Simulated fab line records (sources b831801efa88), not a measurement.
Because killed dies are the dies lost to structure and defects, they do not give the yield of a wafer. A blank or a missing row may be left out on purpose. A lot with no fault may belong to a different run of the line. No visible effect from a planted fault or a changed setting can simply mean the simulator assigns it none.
Chamber matching ; flow sfq_line ; rie_diel-01 running SFQ_TRILAYER_I2_VIA_ETCH_VIA_ETCH_070: 4 sister chambers
The step etches SiO2 in CHF3, stops on Nb, target depth 260 nm. 4 wafers are shown with their chamber, then 8 later ones without.

WAFERS PAIRED WITH THEIR CHAMBERS
wafer;chamber;drypump_motor_current_A (A)
L384.5;0;5.6
L385.3;1;6.7
L385.4;2;5.9
L386.3;3;6.4

WAFERS MISSING THEIR CHAMBER
wafer;drypump_motor_current_A (A)
L386.4;5.9
L386.5;6.7
L387.1;5.9
L387.3;5.5
L387.6;5.5
L389.2;5.5
L389.4;6.4
L389.5;5.9

EACH ONE'S CHAMBER
wafer;from the rows above;in truth
L386.4;2;2
L386.5;1;1
L387.1;2;2
L387.3;0;0
L387.6;0;0
L389.2;0;0
L389.4;3;3
L389.5;2;2
8 of 8 placed correctly. Number that these rows cannot place: 0. Number placed wrongly: 0.
How it was worked out, from the rows above alone: a wafer's distance from a chamber is the root of the sum, over the readings, of the square of ((its reading less the chamber's mean) divided by the reading's scatter). The wafer belongs to the nearest chamber; if the next one is less than 2 further off, it can't be placed. The mean given for a chamber averages the wafers shown for that chamber. The scatter: root of mean squared gap, hidden wafer to nearest shown wafer, with one shown wafer a chamber.
